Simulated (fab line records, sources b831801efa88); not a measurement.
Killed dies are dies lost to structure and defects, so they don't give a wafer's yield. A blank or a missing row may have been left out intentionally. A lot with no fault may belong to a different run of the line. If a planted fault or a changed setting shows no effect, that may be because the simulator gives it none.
A struck lot beside a sound one -- flow sky130 -- 36 out of 708 route steps
Sound: wafers L613.1, L613.3, L613.6. The struck wafers were L614.1, L614.2, L614.3. The cause comes at the end.
Each step with rows lists, per side, the tool, then ch with its chambers, then its first start. Under that, the readings that differ: sound wafers -- struck wafers -- difference of the means -- sigmas: that difference in standard deviations of wafers without a fault.
alike: same words and numbers on both sides, and readings whose means sit less than 2 such deviations apart. not compared: any withheld reading, any reading some wafer has no value for, any bound like >300 that may hide the same value, and any number with overlapping values for which the record gives no deviation.
Wherever a step has rows on one side only, a row that says differs or no value, or a row with sigmas, the two part there. Numbers that don't overlap but have no deviation are shown without sigmas and don't part them. A reading that every wafer of one side lacks parts them only if that side has two wafers or more.

first, 10 steps without rows for these wafers: SKY_GATE_OXIDE_COAT_05 (resist thk 1140 nm); SKY_GATE_OXIDE_SOFTBAKE_06 (time 60 s); SKY_GATE_OXIDE_EXPOSE_07 (exposes mask LVOM, target cd 600 nm); SKY_GATE_OXIDE_PEB_08; SKY_GATE_OXIDE_DEVELOP_09 (develop time 60 s); SKY_GATE_OXIDE_IMPLANT_11; SKY_GATE_OXIDE_WET_ETCH_12 (etches SiO2 in dHF, target depth 16.8 nm, time 336 s); SKY_GATE_OXIDE_STRIP_13 (strips in O2/N2); SKY_GATE_OXIDE_CLEAN_15 (cleans in SC1/SC2, time 150 s); SKY_GATE_OXIDE_OXIDATION_16 (stabilise 600 s, purge 300 s, target thk 3.57 nm).
SKY_POLY_GATE_CVD_00: deposits poly-Si, target thk 180 nm, time 720 s.
  sound on lpcvd-01 ch 1, day 16 20:29; struck on lpcvd-01 ch 0, day 17 04:53
reading,sound,struck,difference,sigmas
spike-tc-bottom-C (C),641.0 640.7 640.0,631.8 632.6 632.2,-8.4,-4
spike-tc-centre-C (C),622.3 620.2 623.7,612.2 613.1 613.1,-9.3,-8
spike-tc-lower-C (C),618.6 620.0 620.8,609.7 609.6 610.3,-9.9,-10
spike-tc-top-C (C),633.1 634.7 632.4,626.4 626.4 624.5,-7.6,-5
spike-tc-upper-C (C),623.2 621.2 621.6,608.8 609.2 608.5,-13.2,-13
zone-power-upper-pct (%),8.48 8.56 8.53,8.19 8.18 8.25,-0.32,-3
model.poly-Si_of_POLY_GATE_CVD_00.thk-nm (nm),180.7 179.9 181,141.4 143.3 143.7,-37.7,
  alike: pressure-mtorr, zone-power-centre-pct
SKY_POLY_GATE_THK_MEAS_01:
  sound on film-metro-01 at day 16 21:41; struck on film-metro-02 at day 17 06:05
reading,sound,struck,difference,sigmas
POLY_GATE_CVD_00_THK (nm),180.7 179.9 180.9,141.4 143.2 143.6,-37.8,-21
then, 9 steps without rows for these wafers: SKY_RES_PROTECT_DEHYDRATE_00 (time 60 s); SKY_RES_PROTECT_HMDS_01 (prime time 60 s); SKY_RES_PROTECT_COAT_02 (resist thk 1140 nm); SKY_RES_PROTECT_SOFTBAKE_03 (time 60 s); SKY_RES_PROTECT_EXPOSE_04 (exposes mask RPM, target cd 1270 nm); SKY_RES_PROTECT_PEB_05; SKY_RES_PROTECT_DEVELOP_06 (develop time 60 s); SKY_POLY_GATE_IMPLANT_02; SKY_RES_PROTECT_STRIP_07 (strips in O2/N2).
SKY_RES_PROTECT_CLEAN_09: cleans in SC1/SC2, time 150 s.
  sound on wet-bench-04 ch 2, day 18 03:17; struck on wet-bench-02 ch 3, day 18 11:26
reading,sound,struck,difference,sigmas
model.poly-Si_of_POLY_GATE_CVD_00.thk-nm (nm),180.1 179.3 180.4,140.7 142.6 143,-37.8,
then, 11 steps without rows for these wafers: SKY_POLY_GATE_CVD_03 (deposits Si3N4 from DCS/NH3, target thk 75 nm, time 1290 s); SKY_POLY_GATE_DEHYDRATE_05 (time 60 s); SKY_POLY_GATE_HMDS_06 (prime time 60 s); SKY_POLY_GATE_COAT_07 (resist thk 110 nm); SKY_POLY_GATE_COAT_08 (resist thk 450 nm); SKY_POLY_GATE_SOFTBAKE_09 (time 90 s); SKY_POLY_GATE_EXPOSE_10 (exposes mask P1M, target cd 150 nm); SKY_POLY_GATE_PEB_11; SKY_POLY_GATE_DEVELOP_12 (develop time 60 s); SKY_POLY_GATE_ETCH_15 (etches BARC in N2/H2, stops on SiO2, time 118.5 s, target depth 110 nm); SKY_POLY_GATE_ETCH_16 (etches Si3N4 in CH3F/O2, stops on poly-Si, time 147.5 s, target depth 75 nm).
SKY_POLY_GATE_ETCH_17: etches poly-Si in HBr/Cl2, stops on SiO2, target depth 180 nm, time 70.5 s.
  sound on rie-si-01 ch 2,3, day 19 13:02; struck on rie-si-02 ch 0,1,3, day 19 19:56
reading,sound,struck,difference,sigmas
oes-product-au (a.u.),0.980 0.984 0.983,0.842 0.854 0.843,-0.136,-21
model.POLY_GATE.feature-depth-nm (nm),179 178.2 179.1,140.7 142.6 143,-36.7,
model.etch.depth-nm (nm),179 178.2 179.1,140.7 142.6 143,-36.7,
  alike: HBr_flow_sccm, drypump-motor-current-A, throttle-valve-pct
  not compared: rf-hours-counter-h
then, 1 step without rows for these wafers: SKY_POLY_GATE_STRIP_18 (strips in O2/N2).
-- the record jumps here: 28 days lie between the struck wafers' starts before and after (it left off in module POLY_GATE and takes up again in module PAD_OPEN, whose first step shown is number 708 of the route) --
SKY_PAD_OPEN_PROBE_99:
  sound on prober-01 at day 48 00:14; struck on prober-02 at day 48 01:44
reading,sound,struck,difference,sigmas
model.etest.res-high-po.line-ohm-um,737.5 741.5 748.4,981.2 926.5 905.4,+195.2,
model.etest.res-poly.line-ohm-um,500.4 507.9 494.2,679 658.3 648.1,+161,
model.etest.tip-sonos.rs-ohm-sq,2590 2592 2580,2508 2533 2489,-77,
model.etest.res-high-po.rs-ohm-sq,259.2 260.8 260.9,338.2 324.7 315.8,+65.9,
model.etest.res-poly.rs-ohm-sq,47.4 48.15 47.85,62 60.5 59.6,+13,
model.etest.cap-li-to-poly.c-af-um2,99.92 100.2 101.4,91.13 88.54 88.23,-11.21,
  alike: killed_at_M0_to_M3, killed_at_M4_up, killed-at-contacts, killed-at-front-end, killed-at-other, killed-dies, killed-open, killed-short

== WHERE THEY PART ==
Last at SKY_POLY_GATE_ETCH_17 as far as this record goes, first at SKY_POLY_GATE_CVD_00. Later steps at which nothing parts them and some readings are alike: SKY_PAD_OPEN_PROBE_99.

WHY: what the simulator had put in
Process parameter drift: lpcvd-01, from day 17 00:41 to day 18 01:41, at SKY_POLY_GATE_CVD_00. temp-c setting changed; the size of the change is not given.
